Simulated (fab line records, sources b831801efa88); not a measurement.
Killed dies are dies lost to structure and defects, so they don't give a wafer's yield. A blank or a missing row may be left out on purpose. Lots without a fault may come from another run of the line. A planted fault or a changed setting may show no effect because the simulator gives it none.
fab line records | flow sky130
record lots=5 wafers=15 last_day=50
route steps=708 shown LI_CONTACT@375 LOCAL_INTERCONNECT@387 CONTACT@406 PAD_OPEN@708
lots that met no fault: from a run of the same line without faults
start_h: hours from the record's first day to the start of the lot's first wafer shown | wait_h: hours since the lot's step before | " the same as in the row above | L1.1+2: a row that stands for several wafers | - no value, or no start given | * or withheld: withheld | < > ~ a bound
route shown NAME@n: a module of which the file shows steps, and the number in the route of the first | usual: mean/standard deviation of fault-free wafers | same: alike in all rows | chamber/n: place in a boat | sites: the reading at each site | _std_site: their standard deviation | _edge_site: outer sites' mean less inner sites' | radius_mm: how far each site lies from the wafer's centre | mask NAME#n: copy n | behind: the tool/chamber that last shaped the wafer | hold: why the lot was held/for how many hours/how that ended | device: the transistor (n, p or np) that didn't switch | end of line: the same wafers' tests at the end of the route | a step without rows: its recipe alone | killed: dies lost to structure and defects at the first sort, not the wafer's yield | map: a wafer's dies, x killed, . not, _ none there
set.NAME: the setting as run; set.NAME@STEP: as run at that earlier step | model.NAME: the simulator's own value behind a step, which no gauge read
lots at some steps of the route; a table a step, a row a wafer
services: from which hour (start_h, from the record's first day; less than 0 if before it) a tool's chamber was out of use, for how many hours, and why
## steps
# step SKY_LI_CONTACT_OVL_MEAS_13
# usual LI_CONTACT_OVL=1/4.9
# columns lot.wafer tool chamber start_h wait_h LI_CONTACT_OVL[nm]
L897.2 overlay-01 - 719.85 0.1 3
L897.4 " - " " 6
L897.6 " - " " 3
L908.2 overlay-02 - 838.05 0.1 4
L908.4 " - " " -6
L908.6 " - " " 7
L911.1 overlay-02 - 838.93 0.1 -7
L911.2 " - " " -7
L911.4 " - " " -8
L910.2 overlay-02 - 839.20 0.1 -5
L910.4 " - " " -1
L910.6 " - " " 5
L914.2 overlay-01 - 852.01 0.1 2
L914.3 " - " " 6
L914.6 " - " " 2
# step SKY_LI_CONTACT_ETCH_14
# recipe chemistry=N2/H2 target=BARC ion_energy_ev=200 source_w=500 bias_w=100 pressure_mtorr=30 n2_flow_sccm=100 h2_flow_sccm=200 stop_on=SiO2 time_s=45.9 target_depth_a=600
# step SKY_LI_CONTACT_ETCH_15
# recipe target=PSG chemistry=C4F8/O2/Ar stop_on=Si taper_deg=4.15 mask_material=KrF-thick source_w=1500 bias_w=1200 pressure_mtorr=40 c4f8_flow_sccm=withheld O2_flow_sccm=6 Ar_flow_sccm=300 time_s=withheld target_depth_a=6000
# step SKY_LI_CONTACT_STRIP_16
# recipe chemistry=O2/N2 power_w=1400 pressure_mtorr=1500 platen_temp_c=withheld o2_flow_sccm=3000 n2_flow_sccm=300 overash_fraction=0.5
# step SKY_LI_CONTACT_CLEAN_17
# recipe chemistry=NMP time_s=600 temp_c=60 dry=n2_spin
# step SKY_LI_CONTACT_PRE_CLEAN_18
# recipe gas=Ar time_s=5.6 bias_v=358
# step SKY_LI_CONTACT_SPUTTER_19
# recipe material=Ti target_thk_nm=20 chamber_pressure_pa=5 power_w=2500 substrate_temp_c=200 time_s=106.37
# step SKY_LI_CONTACT_SPUTTER_20
# recipe material=TiN target_thk_nm=20 chamber_pressure_pa=5 power_w=4000 time_s=80
# usual throttle_valve_pct=30.3/1.1
# columns lot.wafer tool chamber start_h wait_h throttle_valve_pct
L897.2 pvd_sputter-04 - 720.37 0.0 31.9
L897.4 " - " " 32.4
L897.6 " - " " 31.9
L908.2 pvd_sputter-02 - 838.59 0.0 31.0
L908.4 " - " " 30.1
L908.6 " - " " 31.0
L911.1 pvd_sputter-02 - 839.46 0.0 29.5
L911.2 " - " " 29.9
L911.4 " - " " 29.8
L910.2 pvd_sputter-01 - 839.74 0.0 28.6
L910.4 " - " " 28.4
L910.6 " - " " 28.5
L914.2 pvd_sputter-02 - 852.54 0.0 30.0
L914.3 " - " " 31.0
L914.6 " - " " 29.9
# step SKY_LI_CONTACT_CVD_21
# recipe material=W target_thk_nm=400 time_s=120.56 temp_c=400 pressure_torr=40
# step SKY_LI_CONTACT_RS_MEAS_22
# recipe thk_meas_gauge=four-point-probe reads=W_of_LI_CONTACT_CVD_21+TiN_of_LI_CONTACT_SPUTTER_20+Ti_of_LI_CONTACT_SPUTTER_19
# usual LI_CONTACT_W_RS=0.284/0.003
# columns lot.wafer tool chamber start_h wait_h LI_CONTACT_W_RS[ohm/sq]
L897.2 film_metro-01 - 720.58 0.1 0.280
L897.4 " - " " 0.284
L897.6 " - " " 0.284
L908.2 film_metro-03 - 838.80 0.1 0.283
L908.4 " - " " 0.288
L908.6 " - " " 0.287
L911.1 film_metro-01 - 839.65 0.1 0.280
L911.2 " - " " 0.283
L911.4 " - " " 0.282
L910.2 film_metro-03 - 839.95 0.1 0.283
L910.4 " - " " 0.285
L910.6 " - " " 0.284
L914.2 film_metro-03 - 852.75 0.1 0.284
L914.3 " - " " 0.291
L914.6 " - " " 0.285
# step SKY_LI_CONTACT_THK_MEAS_23
# recipe thk_meas_gauge=xrf reads=W_of_LI_CONTACT_CVD_21
# usual LI_CONTACT_W_THK=394/6.1
# columns lot.wafer tool chamber start_h wait_h LI_CONTACT_W_THK[nm]
L897.2 film_metro-01 - 720.69 0.1 397
L897.4 " - " " 395
L897.6 " - " " 394
L908.2 film_metro-03 - 838.91 0.1 391
L908.4 " - " " 389
L908.6 " - " " 388
L911.1 film_metro-01 - 839.77 0.1 405
L911.2 " - " " 400
L911.4 " - " " 406
L910.2 film_metro-03 - 840.06 0.1 397
L910.4 " - " " 393
L910.6 " - " " 395
L914.2 film_metro-03 - 852.86 0.1 395
L914.3 " - " " 385
L914.6 " - " " 392
# step SKY_LI_CONTACT_CMP_24
# recipe stop_on=PSG t_overpolish_s=20 down_force_psi=3.5 platen_rpm=60 target_thk_nm=0 pad_velocity_m_s=0.94248
# step SKY_LOCAL_INTERCONNECT_SPUTTER_00
# recipe material=TiN target_thk_nm=100 temp_c=300 power_w=6500 time_s=83.3 chamber_pressure_pa=0.4
# usual throttle_valve_pct=30.1/1.6
# columns lot.wafer tool chamber start_h wait_h throttle_valve_pct
L897.2 pvd_sputter-01 - 721.04 0.2 28.5
L897.4 " - " " 29.0
L897.6 " - " " 28.4
L908.2 pvd_sputter-01 - 839.31 0.1 28.5
L908.4 " - " " 31.1
L908.6 " - " " 28.6
L911.1 pvd_sputter-03 - 840.13 0.1 32.5
L911.2 " - " " 29.6
L911.4 " - " " 32.5
L910.2 pvd_sputter-01 - 840.41 0.2 29.2
L910.4 " - " " 31.1
L910.6 " - " " 29.0
L914.2 pvd_sputter-03 - 853.21 0.2 29.7
L914.3 " - " " 32.3
L914.6 " - " " 29.6
# step SKY_LOCAL_INTERCONNECT_RS_MEAS_01
# recipe thk_meas_gauge=four-point-probe reads=TiN_of_LOCAL_INTERCONNECT_SPUTTER_00
# usual LOCAL_INTERCONNECT_TIN_RS=14.13/0.16
# columns lot.wafer tool chamber start_h wait_h LOCAL_INTERCONNECT_TIN_RS[ohm/sq]
L897.2 film_metro-04 - 721.12 0.1 13.85
L897.4 " - " " 13.93
L897.6 " - " " 13.89
L908.2 film_metro-04 - 839.39 0.1 13.99
L908.4 " - " " 14.25
L908.6 " - " " 14.20
L911.1 film_metro-02 - 840.19 0.0 14.21
L911.2 " - " " 14.31
L911.4 " - " " 14.19
L910.2 film_metro-02 - 840.49 0.1 14.14
L910.4 " - " " 14.22
L910.6 " - " " 14.13
L914.2 film_metro-02 - 853.29 0.1 14.23
L914.3 " - " " 14.14
L914.6 " - " " 14.16
# step SKY_LOCAL_INTERCONNECT_THK_MEAS_02
# recipe thk_meas_gauge=xrf reads=TiN_of_LOCAL_INTERCONNECT_SPUTTER_00
# usual LOCAL_INTERCONNECT_TIN_THK=100.2/1.2
# columns lot.wafer tool chamber start_h wait_h LOCAL_INTERCONNECT_TIN_THK[nm]
L897.2 film_metro-04 - 721.23 0.1 102.7
L897.4 " - " " 102.0
L897.6 " - " " 102.4
L908.2 film_metro-04 - 839.50 0.1 100.7
L908.4 " - " " 99.0
L908.6 " - " " 99.5
L911.1 film_metro-02 - 840.31 0.1 99.0
L911.2 " - " " 98.5
L911.4 " - " " 99.4
L910.2 film_metro-02 - 840.60 0.1 99.6
L910.4 " - " " 99.2
L910.6 " - " " 99.5
L914.2 film_metro-02 - 853.40 0.1 99.2
L914.3 " - " " 100.0
L914.6 " - " " 99.1
# step SKY_LOCAL_INTERCONNECT_DEHYDRATE_03
# recipe temp_c=200 time_s=60
# step SKY_LOCAL_INTERCONNECT_HMDS_04
# recipe prime_time_s=60 prime_temp_c=120
# step SKY_LOCAL_INTERCONNECT_COAT_05
# recipe resist=BARC temp_c=withheld time_s=withheld spin_rpm=3000 resist_thk_nm=60
# step SKY_LOCAL_INTERCONNECT_COAT_06
# recipe resist=KrF-thick spin_rpm=3000 resist_thk_nm=450
# step SKY_LOCAL_INTERCONNECT_SOFTBAKE_07
# recipe temp_c=100 time_s=90 resist=KrF-thick
# step SKY_LOCAL_INTERCONNECT_EXPOSE_08
# recipe mask_id=LI1M na=0.8 source_shape=annular sigma_inner=0.55 sigma_outer=0.85 target_cd_nm=170 dose_mj=28
# step SKY_LOCAL_INTERCONNECT_PEB_09
# recipe peb_temp_c=withheld peb_time_s=withheld resist=KrF-thick
# step SKY_LOCAL_INTERCONNECT_DEVELOP_10
# recipe develop_time_s=60 resist=KrF-thick dev_temp_c=21
# step SKY_LOCAL_INTERCONNECT_CD_MEAS_11
# recipe target_cd_nm=170
# usual cd_nm=169.9/1.6
# columns lot.wafer tool chamber start_h wait_h cd_nm
L897.2 cd_sem-01 - 749.31 - 167.6
L897.4 " - " " 168.8
L897.6 " - " " 168.7
L908.2 cd_sem-01 - 865.48 - 171.9
L908.4 " - " " 171.6
L908.6 " - " " 171.0
L911.1 cd_sem-01 - 866.74 - 171.1
L911.2 " - " " 172.1
L911.4 " - " " 171.8
L910.2 cd_sem-02 - 866.79 - 170.1
L910.4 " - " " 169.9
L910.6 " - " " 171.0
L914.2 cd_sem-02 - 878.76 - 168.7
L914.3 " - " " 170.5
L914.6 " - " " 170.6
# step SKY_LOCAL_INTERCONNECT_OVL_MEAS_12
# usual LOCAL_INTERCONNECT_OVL=-3/5.4
# columns lot.wafer tool chamber start_h wait_h LOCAL_INTERCONNECT_OVL[nm]
L897.2 overlay-02 - 749.42 0.1 -10
L897.4 " - " " -2
L897.6 " - " " -4
L908.2 overlay-02 - 865.59 0.1 -3
L908.4 " - " " -2
L908.6 " - " " 0
L911.1 overlay-02 - 866.86 0.1 11
L911.2 " - " " 5
L911.4 " - " " 6
L910.2 overlay-01 - 866.90 0.1 -6
L910.4 " - " " -5
L910.6 " - " " 0
L914.2 overlay-01 - 878.87 0.1 -7
L914.3 " - " " -3
L914.6 " - " " -11
# step SKY_LOCAL_INTERCONNECT_ETCH_13
# recipe chemistry=N2/H2 target=BARC ion_energy_ev=200 bias_w=100 pressure_mtorr=30 n2_flow_sccm=100 h2_flow_sccm=200 icp_w=500 stop_on=SiO2 time_s=45.9 target_depth_a=600
# usual drypump_motor_current_A=5.6/0.43 oes_product_au=0.854/0.0046 throttle_valve_pct=13.225/0.0087
# columns lot.wafer tool chamber start_h wait_h drypump_motor_current_A oes_product_au rf_hours_counter_h throttle_valve_pct
L897.2 rie_metal-02 0 749.45 0.0 5.0 0.857 3 13.229
L897.4 " 1 " " 6.1 0.849 - 13.219
L897.6 " 1 " " 6.1 0.856 - 13.207
L908.2 rie_metal-02 1 865.62 0.0 6.1 0.861 7 13.229
L908.4 " 0 " " 5.0 0.851 - 13.224
L908.6 " 1 " " 6.1 0.852 - 13.218
L911.1 rie_metal-01 0 866.90 0.0 6.0 0.852 9 13.228
L911.2 " 1 " " 5.4 0.855 7 13.232
L911.4 " 1 " " 5.3 0.860 - 13.213
L910.2 rie_metal-04 0 866.93 0.0 5.9 0.852 18 13.219
L910.4 " 1 " " 6.0 0.857 - 13.223
L910.6 " 1 " " 6.0 0.850 - 13.235
L914.2 rie_metal-01 0 878.90 0.0 6.0 0.856 9 13.237
L914.3 " 0 " " 6.0 0.846 - 13.232
L914.6 " 0 " " 6.0 0.850 - 13.224
# step SKY_LOCAL_INTERCONNECT_METAL_ETCH_14
# recipe target_depth_nm=110 stop_on=PSG chemistry=Cl2/BCl3 target=TiN resist_sidewall_deg=88 pressure_mtorr=10 icp_w=900 bias_w=48.5 Cl2_flow_sccm=60 bcl3_flow_sccm=30 time_s=31.4
# step SKY_LOCAL_INTERCONNECT_STRIP_15
# recipe chemistry=O2/N2 power_w=1400 pressure_mtorr=1500 platen_temp_c=withheld o2_flow_sccm=3000 n2_flow_sccm=300 overash_fraction=0.5
# usual drypump_motor_current_A=5.7/0.53 oes_product_au=0.427/0.0047 strip_time_to_endpoint_s=4.722/0.026
# columns lot.wafer tool chamber start_h wait_h drypump_motor_current_A oes_product_au rf_hours_counter_h strip_time_to_endpoint_s
L897.2 plasma_asher-04 1 749.56 0.0 5.4 0.430 33 4.692
L897.4 " 0 " " 6.0 0.423 - 4.701
L897.6 " 0 " " 6.0 0.425 - 4.679
L908.2 plasma_asher-01 1 865.73 0.0 4.8 0.423 11 4.670
L908.4 " 1 " " 4.8 0.430 - 4.677
L908.6 " 1 " " 4.8 0.427 - 4.709
L911.1 plasma_asher-01 1 867.01 0.0 4.8 0.426 11 4.733
L911.2 " 0 " " 6.3 0.430 11 4.717
L911.4 " 1 " " 4.8 0.420 - 4.701
L910.2 plasma_asher-04 1 867.04 0.0 5.4 0.423 44 4.720
L910.4 " 0 " " 6.0 0.425 - 4.722
L910.6 " 1 " " 5.4 0.427 - 4.729
L914.2 plasma_asher-04 0 879.01 0.0 6.0 0.422 45 4.739
L914.3 " 0 " " 6.0 0.431 - 4.772
L914.6 " 1 " " 5.4 0.424 - 4.744
# step SKY_LOCAL_INTERCONNECT_STRIP_16
# recipe chemistry=post_etch_residue_remover time_s=1200 temp_c=72.5
# step SKY_LOCAL_INTERCONNECT_CLEAN_17
# recipe chemistry=IPA time_s=180 temp_c=25
# step SKY_LOCAL_INTERCONNECT_CLEAN_18
# recipe chemistry=O3/DIW dry=n2_spin
# step SKY_CONTACT_CVD_00
# recipe material=Si3N4 target_thk_nm=75 temp_c=400 time_s=withheld rf_w=450
# usual heater_power_w=727/70
# columns lot.wafer tool chamber start_h wait_h heater_power_w
L897.2 pecvd-02 0 750.23 0.0 665
L897.4 " 1 " " 686
L897.6 " 2 " " 708
L908.2 pecvd-02 0 866.34 0.0 721
L908.4 " 0 " " 693
L908.6 " 2 " " 769
L911.1 pecvd-01 1 867.64 0.0 653
L911.2 " 0 " " 813
L911.4 " 2 " " 636
L910.2 pecvd-03 2 867.67 0.0 710
L910.4 " 1 " " 835
L910.6 " 0 " " 758
L914.2 pecvd-02 2 879.60 0.0 746
L914.3 " 0 " " 745
L914.6 " 2 " " 778
# step SKY_CONTACT_THK_MEAS_01
# recipe reads=Si3N4_of_CONTACT_CVD_00
# usual CONTACT_CVD_00_THK=74.8/1
# columns lot.wafer tool chamber start_h wait_h CONTACT_CVD_00_THK[nm]
L897.2 film_metro-01 - 750.27 - 74.8
L897.4 " - " " 75.0
L897.6 " - " " 75.3
L908.2 film_metro-01 - 866.40 - 72.4
L908.4 " - " " 74.4
L908.6 " - " " 73.9
L911.1 film_metro-01 - 867.68 - 74.8
L911.2 " - " " 72.8
L911.4 " - " " 75.9
L910.2 film_metro-04 - 867.74 - 75.0
L910.4 " - " " 76.0
L910.6 " - " " 75.4
L914.2 film_metro-04 - 879.65 - 73.1
L914.3 " - " " 72.8
L914.6 " - " " 74.2
# step SKY_CONTACT_HDPCVD_02
# recipe material=SiO2 target_thk_nm=565 sigma_open_frac=0.3 time_s=94.2 temp_c=600 sih4_flow_sccm=60 pressure_mtorr=6
# step SKY_CONTACT_THK_MEAS_03
# recipe reads=SiO2_of_CONTACT_HDPCVD_02
# usual CONTACT_HDPCVD_THK=566/6.6
# columns lot.wafer tool chamber start_h wait_h CONTACT_HDPCVD_THK[nm]
L897.2 film_metro-04 - 750.40 0.0 569
L897.4 " - " " 565
L897.6 " - " " 564
L908.2 film_metro-01 - 866.53 0.1 574
L908.4 " - " " 573
L908.6 " - " " 569
L911.1 film_metro-01 - 867.81 0.0 554
L911.2 " - " " 565
L911.4 " - " " 556
L910.2 film_metro-03 - 867.87 0.0 573
L910.4 " - " " 575
L910.6 " - " " 566
L914.2 film_metro-01 - 879.78 0.0 574
L914.3 " - " " 566
L914.6 " - " " 566
# step SKY_CONTACT_CMP_04
# recipe material=SiO2 down_force_psi=4 platen_rpm=60 pad_velocity_m_s=0.94248
# usual motor_current_A=12.3/1.6 time_to_endpoint_s=81/3.5
# columns lot.wafer tool chamber start_h wait_h motor_current_A time_to_endpoint_s
L897.4 cmp-02 3 750.50 0.1 10.5 83
L897.2 " 0 " " 13.7 84
L897.6 " 3 " " 11.1 83
L908.4 cmp-01 0 866.63 0.1 12.9 82
L908.2 " 2 " " 12.6 86
L908.6 " 3 " " 14.5 84
L911.1 cmp-02 3 867.87 0.1 11.1 73
L911.2 " 1 " " 10.7 82
L911.4 " 2 " " 9.8 77
L910.4 cmp-01 3 867.97 0.1 14.6 85
L910.2 " 0 " " 12.9 82
L910.6 " 3 " " 14.5 78
L914.2 cmp-01 2 879.83 0.0 12.1 87
L914.3 " 3 " " 14.6 80
L914.6 " 3 " " 15.0 82
# step SKY_CONTACT_BOW_MEAS_05
# recipe mode=bow
# usual CONTACT_BOW=83/6.5
# columns lot.wafer tool chamber start_h wait_h CONTACT_BOW[um]
L897.2 film_metro-01 - 750.77 0.2 90
L897.4 " - " " 77
L897.6 " - " " 85
L908.2 film_metro-01 - 866.90 0.1 70
L908.4 " - " " 85
L908.6 " - " " 72
L911.1 film_metro-04 - 868.17 0.2 78
L911.2 " - " " 85
L911.4 " - " " 68
L910.2 film_metro-03 - 868.24 0.2 74
L910.4 " - " " 83
L910.6 " - " " 81
L914.2 film_metro-03 - 880.15 0.3 83
L914.3 " - " " 90
L914.6 " - " " 90
# step SKY_CONTACT_DEHYDRATE_06
# recipe temp_c=200 time_s=60
# step SKY_CONTACT_HMDS_07
# recipe prime_time_s=60 prime_temp_c=120
# step SKY_CONTACT_COAT_08
# recipe resist=BARC temp_c=withheld time_s=withheld spin_rpm=3000 resist_thk_nm=60
# step SKY_CONTACT_COAT_09
# recipe resist=KrF-thick spin_rpm=3000 resist_thk_nm=450
# step SKY_CONTACT_SOFTBAKE_10
# recipe temp_c=100 time_s=90 resist=KrF-thick
# step SKY_PAD_OPEN_PROBE_99
# usual killed_at_M0_to_M3=44/6.3 killed_at_M4_up=2.8/1.7 killed_at_contacts=25/5.8 killed_at_front_end=14/4.4 killed_at_other=0.3/0.49 killed_dies=86/8.7 killed_open=48/5.8 killed_short=38/6
# same gross_dies=492 killed_at_back_side=0
# columns lot.wafer tool chamber start_h wait_h hold killed_at_M0_to_M3 killed_at_M4_up killed_at_contacts killed_at_front_end killed_at_other killed_dies killed_open killed_short
L897.2 prober-02 - 1109.88 0.1 await_dispo/3.6h/release 32 4 81 15 0 132 41 35
L897.4 prober-02 - 1109.98 0.2 await_dispo/3.6h/release 49 4 17 17 0 87 47 40
L897.6 prober-02 - 1110.08 0.2 await_dispo/3.6h/release 34 5 24 19 0 82 37 45
L908.2 prober-02 - 1189.74 0.1 - 47 4 23 21 0 95 50 45
L908.4 prober-02 - 1189.84 0.2 - 38 6 27 15 0 86 43 43
L908.6 prober-02 - 1189.94 0.2 - 39 4 30 25 0 98 55 43
L911.1 prober-01 - 1190.29 0.1 - 32 4 26 14 0 76 44 32
L911.2 prober-01 - 1190.34 0.1 - 51 2 25 18 0 96 44 52
L911.4 prober-01 - 1190.44 0.2 - 45 0 25 18 1 89 47 42
L910.2 prober-02 - 1192.82 0.1 - 34 2 25 18 1 80 46 34
L910.4 prober-02 - 1192.92 0.2 - 47 1 29 13 0 90 52 38
L910.6 prober-02 - 1193.02 0.2 - 42 5 37 15 1 100 53 47
L914.2 prober-01 - 1196.70 0.1 - 55 6 16 10 0 87 50 37
L914.3 prober-01 - 1196.75 0.2 - 46 2 19 6 0 73 39 34
L914.6 prober-01 - 1196.90 0.2 - 44 3 17 15 1 80 43 37
# killed by level:class
L897.2 LOCAL_INTERCONNECT:unspecified=56 LI_CONTACT:geometric_particle:open=8 FIELD_ISO:geometric_particle:open=7 CONTACT:geometric_particle:open=7 VIA1:geometric_particle:open=7 METAL2:geometric_particle:short=7 FIELD_ISO:geometric_particle:short=5 LOCAL_INTERCONNECT:geometric_particle:short=4
L897.4 VIA1:geometric_particle:open=10 CONTACT:geometric_particle:open=7 METAL1:geometric_particle:short=7 VIA2:geometric_particle:open=6 POLY_GATE:geometric_particle:short=5 VIA1:geometric_particle:short=5 VIA3:geometric_particle:open=5 FIELD_ISO:geometric_particle:short=4
L897.6 FIELD_ISO:geometric_particle:short=8 METAL1:geometric_particle:short=8 LI_CONTACT:geometric_particle:open=6 VIA3:geometric_particle:open=6 LOCAL_INTERCONNECT:geometric_particle:short=5 CONTACT:geometric_particle:open=5 POLY_GATE:geometric_particle:short=4 CONTACT:geometric_particle:short=4
L908.2 CONTACT:geometric_particle:open=10 VIA1:geometric_particle:open=8 VIA2:geometric_particle:open=8 METAL2:geometric_particle:short=7 FIELD_ISO:geometric_particle:open=6 CONTACT:geometric_particle:short=6 VIA3:geometric_particle:open=6 METAL1:geometric_particle:short=5
L908.4 CONTACT:geometric_particle:open=9 LI_CONTACT:geometric_particle:open=7 METAL2:geometric_particle:short=6 VIA2:geometric_particle:open=5 METAL1:geometric_particle:short=5 VIA1:geometric_particle:open=5 METAL4:geometric_particle:short=5 POLY_GATE:geometric_particle:open=4
L908.6 LI_CONTACT:geometric_particle:open=10 VIA3:geometric_particle:open=9 VIA2:geometric_particle:open=9 FIELD_ISO:geometric_particle:short=7 VIA1:geometric_particle:open=7 CONTACT:geometric_particle:open=6 LOCAL_INTERCONNECT:geometric_particle:short=6 FIELD_ISO:geometric_particle:open=5
L911.1 CONTACT:geometric_particle:open=10 LI_CONTACT:geometric_particle:open=6 VIA1:geometric_particle:open=6 VIA3:geometric_particle:open=5 LOCAL_INTERCONNECT:geometric_particle:short=5 VIA1:geometric_particle:short=5 VIA2:geometric_particle:open=5 FIELD_ISO:geometric_particle:open=4
L911.2 METAL1:geometric_particle:short=10 CONTACT:geometric_particle:open=9 LI_CONTACT:geometric_particle:open=9 FIELD_ISO:geometric_particle:short=8 VIA2:geometric_particle:open=7 VIA2:geometric_particle:short=6 VIA1:geometric_particle:open=6 VIA3:geometric_particle:open=6
L911.4 LI_CONTACT:geometric_particle:open=8 VIA1:geometric_particle:open=8 VIA3:geometric_particle:open=7 METAL1:geometric_particle:short=7 POLY_GATE:geometric_particle:open=6 CONTACT:geometric_particle:open=6 POLY_GATE:geometric_particle:short=5 CONTACT:geometric_particle:short=5
L910.2 VIA3:geometric_particle:open=7 LI_CONTACT:geometric_particle:open=7 CONTACT:geometric_particle:open=7 FIELD_ISO:geometric_particle:short=5 VIA1:geometric_particle:open=5 METAL1:geometric_particle:short=5 VIA2:geometric_particle:open=5 SPACER:geometric_particle:open=4
L910.4 LI_CONTACT:geometric_particle:open=10 CONTACT:geometric_particle:open=10 VIA1:geometric_particle:open=8 VIA2:geometric_particle:open=8 METAL2:geometric_particle:short=7 VIA3:geometric_particle:open=7 VIA1:geometric_particle:short=6 FIELD_ISO:geometric_particle:short=4
L910.6 CONTACT:geometric_particle:open=15 CONTACT:geometric_particle:short=10 VIA1:geometric_particle:open=8 LI_CONTACT:geometric_particle:open=7 VIA3:geometric_particle:open=7 VIA1:geometric_particle:short=6 METAL2:geometric_particle:short=6 VIA2:geometric_particle:open=5
L914.2 VIA1:geometric_particle:open=20 VIA2:geometric_particle:open=8 VIA1:geometric_particle:short=7 METAL2:geometric_particle:short=6 POLY_GATE:geometric_particle:short=5 CONTACT:geometric_particle:open=5 VIA3:geometric_particle:open=5 LI_CONTACT:geometric_particle:open=4
L914.3 METAL1:geometric_particle:short=11 VIA1:geometric_particle:open=10 CONTACT:geometric_particle:open=7 VIA3:geometric_particle:open=6 VIA2:geometric_particle:open=6 LOCAL_INTERCONNECT:geometric_particle:short=5 CONTACT:geometric_particle:short=3 VIA1:geometric_particle:short=3
L914.6 VIA1:geometric_particle:open=12 CONTACT:geometric_particle:open=8 VIA1:geometric_particle:short=7 METAL2:geometric_particle:short=6 POLY_GATE:geometric_particle:short=5 POLY_GATE:geometric_particle:open=5 VIA2:geometric_particle:open=5 VIA3:geometric_particle:open=4
# map L897.2 (x killed, . not)
__________...x..x..._________
________.............._______
______x...xx............_____
_____.xxxxxxx...xx...x...____
____.xxxxxxxxxxxxx.x....x.___
___.xx.xxxxxxx.....x..x....__
__....xxxxxxxxx......x......_
_.x..xxxxxxxxxxx......x...x..
_x.....xxxxxxx........x...x..
_...x.xx..xxxxx.....x....xx..
_........x..........xx.......
_..x.x......x....x..x.x......
_.......xx.......x.xx....x...
_xxx..xx..............x..xx..
_....................x......x
__....x.....x..x...........x_
___xx...........x.x.x....xx__
____......................___
_____......x..xx.........____
______x....x.x.........._____
________....xxx.x....._______
__________.........._________
# map L908.6 (x killed, . not)
__________...xx..x.._________
________.........x.x.x_______
______........x.......x._____
_____......x............x____
____x..x.....x.x.x......x.___
___...x...x....x.....x.....__
__.x...........x........x..._
_.......x....xx......x......x
_......x....x......xxx.x...xx
_x...xx.....................x
_.....x.x.....x...x..........
_..x.x...........x......x....
_x..xx.x........x.....x......
_..x.x.........x....x..x.....
_xx..xx.x.x.x....xx........x.
__.........x.....x..x......._
___...............x..xx..x.__
____.x.x....x......x.....x___
_____.......x..xx.....x.x____
______...x.x......x..x.._____
________...xx....x..xx_______
__________......xx.x_________
## services
# columns tool chamber start_h hours kind
cmp-02 - 703.55 9.0 pm
cmp-01 - 704.08 0.9 repair
cmp-01 - 704.33 9.6 repair
rie_metal-01 0 705.97 5.3 repair
pvd_sputter-02 - 707.88 2.7 repair
cmp-01 - 710.22 0.8 repair
cmp-02 - 712.54 2.1 repair
cmp-02 - 731.60 1.8 repair
plasma_asher-01 - 733.75 9.0 pm
cmp-02 - 740.97 0.5 repair
cmp-02 - 742.34 1.3 repair
cmp-02 - 744.00 4.0 pm
plasma_asher-01 - 746.86 4.0 repair
pvd_sputter-03 - 755.24 2.9 repair
cmp-02 - 756.15 2.8 repair
pecvd-02 - 758.57 1.7 repair
rie_metal-02 - 764.89 0.3 repair
pvd_sputter-03 - 771.38 5.6 repair
cmp-01 - 787.13 6.0 repair
pvd_sputter-01 - 805.42 8.1 repair
pvd_sputter-01 - 806.62 2.3 repair
pecvd-02 - 823.96 6.0 pm
plasma_asher-04 - 837.98 1.5 repair
cmp-01 - 874.33 4.6 pm
## key
first_sign step=SKY_PAD_OPEN_PROBE_99 reading=killed_at_contacts direction=up sigmas=9.6 usual=25 struck=81
effect step=SKY_PAD_OPEN_PROBE_99 reading=killed_dies direction=up sigmas=5.3 usual=86 struck=132
met_at SKY_LOCAL_INTERCONNECT_SPUTTER_00
struck_wafers L897.2
tester_left_out L897
fault kind=chamber_particle_source tool=pvd_sputter-01 chamber=- onset_h=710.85 steps=SKY_LOCAL_INTERCONNECT_SPUTTER_00 rate_per_visit_cm2=0.98266 end_h=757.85 scope=struck_wafers_only
# tester_left_out: of these lots the tester's yield and bins aren't shown, on N5 and GAA mostly nor the transistor test; their killed dies are dies lost to structure and defects alone, not to doping, threshold or leakage, so they don't give the yield
